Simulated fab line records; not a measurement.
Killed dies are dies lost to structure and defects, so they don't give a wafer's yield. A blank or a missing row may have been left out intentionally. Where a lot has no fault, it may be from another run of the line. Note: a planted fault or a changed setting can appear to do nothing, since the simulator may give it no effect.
Which tool was responsible? || flow gf180mcu || 14 lots with 42 wafers sampled at 3 steps, on a route of 602 steps

WHAT THE GAUGES READ, wafer by wafer
GF_M1_CD_MEAS_14: target cd 230 nm. Usual: cd_nm at 230.3 nm, with a standard deviation of 1.1.
{"lot": "L660", "measured": "day 17 04:40", "on": "cd_sem-02", "cd_nm (nm)": "229.1 230.0 230.0", "flag": ""}
{"lot": "L661", "measured": "day 17 08:37", "on": "cd_sem-02", "cd_nm (nm)": "229.9 229.4 228.9", "flag": ""}
{"lot": "L662", "measured": "day 17 17:40", "on": "cd_sem-02", "cd_nm (nm)": "230.2 230.5 230.3", "flag": ""}
{"lot": "L664", "measured": "day 18 10:31", "on": "cd_sem-01", "cd_nm (nm)": "229.4 230.3 229.8", "flag": ""}
{"lot": "L665", "measured": "day 18 19:28", "on": "cd_sem-02", "cd_nm (nm)": "230.3 229.6 230.8", "flag": ""}
{"lot": "L666", "measured": "day 19 09:21", "on": "cd_sem-02", "cd_nm (nm)": "230.6 230.5 229.5", "flag": ""}
{"lot": "L668", "measured": "day 20 02:34", "on": "cd_sem-02", "cd_nm (nm)": "231.8 231.9 233.5", "flag": ""}
{"lot": "L670", "measured": "day 21 09:38", "on": "cd_sem-02", "cd_nm (nm)": "229.8 231.5 231.0", "flag": ""}
{"lot": "L672", "measured": "day 21 22:55", "on": "cd_sem-01", "cd_nm (nm)": "231.1 230.8 230.4", "flag": ""}
{"lot": "L673", "measured": "day 22 05:55", "on": "cd_sem-02", "cd_nm (nm)": "229.6 230.2 228.7", "flag": ""}
{"lot": "L679", "measured": "day 23 22:07", "on": "cd_sem-02", "cd_nm (nm)": "230.8 231.6 230.6", "flag": ""}
{"lot": "L680", "measured": "day 24 04:27", "on": "cd_sem-01", "cd_nm (nm)": "227.8 228.7 227.3", "flag": ""}
{"lot": "L681", "measured": "day 24 13:28", "on": "cd_sem-01", "cd_nm (nm)": "230.6 231.3 231.1", "flag": ""}
{"lot": "L682", "measured": "day 24 19:43", "on": "cd_sem-01", "cd_nm (nm)": "230.3 230.9 231.4", "flag": ""}

GF_V1_RS_MEAS_24: a four-point-probe measurement. Usual: for V1_W_RS the level is 0.326 ohm/sq and the standard deviation is 0.0071.
{"lot": "L660", "measured": "day 18 06:41", "on": "film_metro-04", "V1_W_RS (ohm/sq)": "0.312 0.328 0.332", "flag": ""}
{"lot": "L661", "measured": "day 18 10:22", "on": "film_metro-04", "V1_W_RS (ohm/sq)": "0.328 0.332 0.325", "flag": ""}
{"lot": "L662", "measured": "day 18 19:22", "on": "film_metro-02", "V1_W_RS (ohm/sq)": "0.326 0.329 0.330", "flag": ""}
{"lot": "L664", "measured": "day 19 12:20", "on": "film_metro-04", "V1_W_RS (ohm/sq)": "0.336 0.335 0.320", "flag": ""}
{"lot": "L665", "measured": "day 19 22:26", "on": "film_metro-02", "V1_W_RS (ohm/sq)": "0.324 0.327 0.330", "flag": ""}
{"lot": "L666", "measured": "day 20 12:12", "on": "film_metro-04", "V1_W_RS (ohm/sq)": "0.329 0.329 0.325", "flag": ""}
{"lot": "L668", "measured": "day 21 05:36", "on": "film_metro-04", "V1_W_RS (ohm/sq)": "0.317 0.314 0.334", "flag": ""}
{"lot": "L670", "measured": "day 22 11:16", "on": "film_metro-01", "V1_W_RS (ohm/sq)": "0.326 0.326 0.327", "flag": ""}
{"lot": "L672", "measured": "day 23 00:29", "on": "film_metro-02", "V1_W_RS (ohm/sq)": "0.325 0.328 0.330", "flag": ""}
{"lot": "L673", "measured": "day 23 07:46", "on": "film_metro-01", "V1_W_RS (ohm/sq)": "0.330 0.332 0.325", "flag": ""}
{"lot": "L679", "measured": "day 24 22:37", "on": "film_metro-02", "V1_W_RS (ohm/sq)": "0.326 0.316 0.313", "flag": ""}
{"lot": "L680", "measured": "day 25 04:35", "on": "film_metro-04", "V1_W_RS (ohm/sq)": "0.316 0.334 0.313", "flag": ""}
{"lot": "L681", "measured": "day 25 13:38", "on": "film_metro-04", "V1_W_RS (ohm/sq)": "0.329 0.319 0.315", "flag": ""}
{"lot": "L682", "measured": "day 25 19:31", "on": "film_metro-02", "V1_W_RS (ohm/sq)": "0.332 0.319 0.315", "flag": ""}

WHICH TOOL RAN EACH LOT (tool, then ch and the chambers of the sampled wafers, then the start)
{"lot": "L660", "GF_V1_SPUTTER_22": "pvd_sputter-01, day 18 06:32"}
{"lot": "L661", "GF_V1_SPUTTER_22": "pvd_sputter-02, day 18 10:13"}
{"lot": "L662", "GF_V1_SPUTTER_22": "pvd_sputter-01, day 18 19:13"}
{"lot": "L664", "GF_V1_SPUTTER_22": "pvd_sputter-04, day 19 12:11"}
{"lot": "L665", "GF_V1_SPUTTER_22": "pvd_sputter-04, day 19 22:14"}
{"lot": "L666", "GF_V1_SPUTTER_22": "pvd_sputter-04, day 20 12:03"}
{"lot": "L668", "GF_V1_SPUTTER_22": "pvd_sputter-04, day 21 05:26"}
{"lot": "L670", "GF_V1_SPUTTER_22": "pvd_sputter-02, day 22 11:06"}
{"lot": "L672", "GF_V1_SPUTTER_22": "pvd_sputter-04, day 23 00:20"}
{"lot": "L673", "GF_V1_SPUTTER_22": "pvd_sputter-01, day 23 07:37"}
{"lot": "L679", "GF_V1_SPUTTER_22": "pvd_sputter-02, day 24 22:28"}
{"lot": "L680", "GF_V1_SPUTTER_22": "pvd_sputter-04, day 25 04:26"}
{"lot": "L681", "GF_V1_SPUTTER_22": "pvd_sputter-01, day 25 13:29"}
{"lot": "L682", "GF_V1_SPUTTER_22": "pvd_sputter-01, day 25 19:21"}
- GF_V1_SPUTTER_22: material TiN, target thk 10 nm, time 40 s.

AS READ BY THE TOOLS THEMSELVES (means over the sampled wafers that have a number; for cases with no such wafer, the mark the record gives instead)
GF_V1_SPUTTER_22. Usual: cathode_dc_power_W 4000.0 W, standard deviation 0.73; chamber_pressure_pa 5.000 Pa, standard deviation 0.0099; throttle_valve_pct 29.9 %, standard deviation 0.65.
{"lot": "L660", "tool": "pvd_sputter-01", "cathode_dc_power_W (W)": 3999.6, "chamber_pressure_pa (Pa)": 5.008, "throttle_valve_pct (%)": 29.4, "flag": ""}
{"lot": "L661", "tool": "pvd_sputter-02", "cathode_dc_power_W (W)": 3999.4, "chamber_pressure_pa (Pa)": 5.002, "throttle_valve_pct (%)": 30.5, "flag": ""}
{"lot": "L662", "tool": "pvd_sputter-01", "cathode_dc_power_W (W)": 3999.8, "chamber_pressure_pa (Pa)": 4.992, "throttle_valve_pct (%)": 29.8, "flag": ""}
{"lot": "L664", "tool": "pvd_sputter-04", "cathode_dc_power_W (W)": 3999.8, "chamber_pressure_pa (Pa)": 4.998, "throttle_valve_pct (%)": 30.0, "flag": ""}
{"lot": "L665", "tool": "pvd_sputter-04", "cathode_dc_power_W (W)": 4000.6, "chamber_pressure_pa (Pa)": 5.000, "throttle_valve_pct (%)": 30.3, "flag": ""}
{"lot": "L666", "tool": "pvd_sputter-04", "cathode_dc_power_W (W)": 4000.3, "chamber_pressure_pa (Pa)": 4.994, "throttle_valve_pct (%)": 30.2, "flag": ""}
{"lot": "L668", "tool": "pvd_sputter-04", "cathode_dc_power_W (W)": 3999.6, "chamber_pressure_pa (Pa)": 4.994, "throttle_valve_pct (%)": 30.1, "flag": ""}
{"lot": "L670", "tool": "pvd_sputter-02", "cathode_dc_power_W (W)": 4000.4, "chamber_pressure_pa (Pa)": 4.992, "throttle_valve_pct (%)": 30.9, "flag": ""}
{"lot": "L672", "tool": "pvd_sputter-04", "cathode_dc_power_W (W)": 4000.6, "chamber_pressure_pa (Pa)": 4.998, "throttle_valve_pct (%)": 29.8, "flag": ""}
{"lot": "L673", "tool": "pvd_sputter-01", "cathode_dc_power_W (W)": 3999.9, "chamber_pressure_pa (Pa)": 4.994, "throttle_valve_pct (%)": 29.5, "flag": ""}
{"lot": "L679", "tool": "pvd_sputter-02", "cathode_dc_power_W (W)": 4000.4, "chamber_pressure_pa (Pa)": 4.999, "throttle_valve_pct (%)": 30.9, "flag": ""}
{"lot": "L680", "tool": "pvd_sputter-04", "cathode_dc_power_W (W)": 3999.8, "chamber_pressure_pa (Pa)": 4.991, "throttle_valve_pct (%)": 30.0, "flag": ""}
{"lot": "L681", "tool": "pvd_sputter-01", "cathode_dc_power_W (W)": 4000.3, "chamber_pressure_pa (Pa)": 4.998, "throttle_valve_pct (%)": 29.5, "flag": ""}
{"lot": "L682", "tool": "pvd_sputter-01", "cathode_dc_power_W (W)": 4000.1, "chamber_pressure_pa (Pa)": 5.002, "throttle_valve_pct (%)": 29.6, "flag": ""}

THE ANSWER, worked out from the rows above alone
Rule: a lot counts as off when the mean over its wafers that have a number is more than 3 standard deviations away from the usual mean. Also off: a lot with no number at a reading for which 4 or more lots have one. Where the step has rows for the other lots, those lots are counted as sound. After the gauges, taken in route order, come the tools' own readings; for these a lot's mean is taken, as printed above. At the first step where some lot is off, the reading lying furthest off is the one used; lots without a number count as furthest.
None of the lots is off at any reading shown; this tells nothing.

WHAT THE SIMULATOR HAD INSERTED
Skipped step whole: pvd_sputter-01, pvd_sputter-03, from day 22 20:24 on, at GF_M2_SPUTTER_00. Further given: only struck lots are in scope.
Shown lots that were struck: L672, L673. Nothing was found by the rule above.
